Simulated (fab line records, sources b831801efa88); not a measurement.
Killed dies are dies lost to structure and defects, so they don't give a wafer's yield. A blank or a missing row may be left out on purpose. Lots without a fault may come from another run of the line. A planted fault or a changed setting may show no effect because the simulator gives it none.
A struck lot beside a sound one | flow sky130 | 14 steps out of a route of 708
Sound: wafers L750.1, L750.3, L750.5. Struck: wafers L756.1, L756.5, L756.6. The cause comes at the end.
At each step with rows: each side's tool, then ch and its chambers, then its first start. Under that, the readings that differ: sound wafers | struck wafers | difference of the means | sigmas: that difference in standard deviations of wafers without a fault.
alike: readings whose means differ by less than 2 such deviations, and words and numbers that are the same on both sides. not compared: withheld readings, readings that some wafer has no value for, bounds like >300 that may hide the same value, and numbers for which the record gives no deviation and whose values overlap.
The two part at a step that has a row with sigmas, a row that says differs or no value, or rows on one side only. Numbers that don't overlap but have no deviation are shown without sigmas and don't part them. A reading that every wafer of one side lacks parts them only if that side has two wafers or more.

first, 1 step without rows for these wafers: SKY_METAL5_CLEAN_19 (cleans in O3/DIW).
SKY_PASSIVATION_CVD_00: deposits SiO2, target thk 90 nm.
  sound on pecvd-01 ch 0,2, day 45 23:44; struck on pecvd-03 ch 0,1, day 47 11:45
  alike: heater_power_w, susceptor_temp_C
SKY_PASSIVATION_THK_MEAS_01:
  sound on film_metro-01, day 45 23:46; struck on film_metro-04, day 47 11:46
  alike: PASSIVATION_CVD_00_THK
SKY_PASSIVATION_CVD_02: deposits Si3N4, target thk 540 nm.
  sound on pecvd-03 ch 1,2, day 45 23:49; struck on pecvd-01 ch 0,2, day 47 11:50
  alike: heater_power_w, susceptor_temp_C
SKY_PASSIVATION_THK_MEAS_03:
  sound on film_metro-04, day 46 00:03; struck on film_metro-04, day 47 12:04
  alike: PASSIVATION_CVD_02_THK
then, 7 steps without rows for these wafers: SKY_PASSIVATION_DEHYDRATE_04 (time 60 s); SKY_PASSIVATION_HMDS_05 (prime time 60 s); SKY_PASSIVATION_COAT_06 (resist thk 3000 nm); SKY_PASSIVATION_SOFTBAKE_07; SKY_PASSIVATION_EXPOSE_08 (exposes mask NSM, target cd 3000 nm); SKY_PASSIVATION_PEB_09; SKY_PASSIVATION_DEVELOP_10 (develop time 60 s).
SKY_PASSIVATION_ETCH_11: etches the open film in CF4/O2, stops on AlCu, target depth 725 nm, time 161.1 s.
  sound on rie_diel-04 ch 0,1,3, day 46 20:33; struck on rie_diel-02 ch 0,3, day 48 07:17
  no value came back on the struck wafers for any of 5 readings (O2_flow_sccm (sccm), bias_w (W) and others); on the sound wafers O2_flow_sccm (sccm) reads 10.062 10.003 10.014
  reading                                       | sound          | struck         | difference | sigmas
  model.coat_of_PASSIVATION_COAT_06.thk_nm (nm) | 2523 2516 2514 | 2987 2991 2997 | +474       |
  not compared: rf_hours_counter_h
SKY_PASSIVATION_STRIP_12: strips in O2/N2.
  sound on plasma_asher-04 ch 0,1, day 46 20:39; struck on plasma_asher-04 ch 0,1, day 48 07:24
  reading                      | sound             | struck            | difference | sigmas
  strip_time_to_endpoint_s (s) | 31.59 31.51 31.49 | 36.79 36.85 36.90 | +5.32      | +41
  alike: drypump_motor_current_A, o2_flow_sccm, oes_product_au
  not compared: rf_hours_counter_h

WHERE THEY PART
First at SKY_PASSIVATION_ETCH_11; last, within this record, at SKY_PASSIVATION_STRIP_12.

WHY: what the simulator had put in
Skipped step whole: rie_diel-02, from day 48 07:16 on, at SKY_PASSIVATION_ETCH_11. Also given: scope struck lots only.
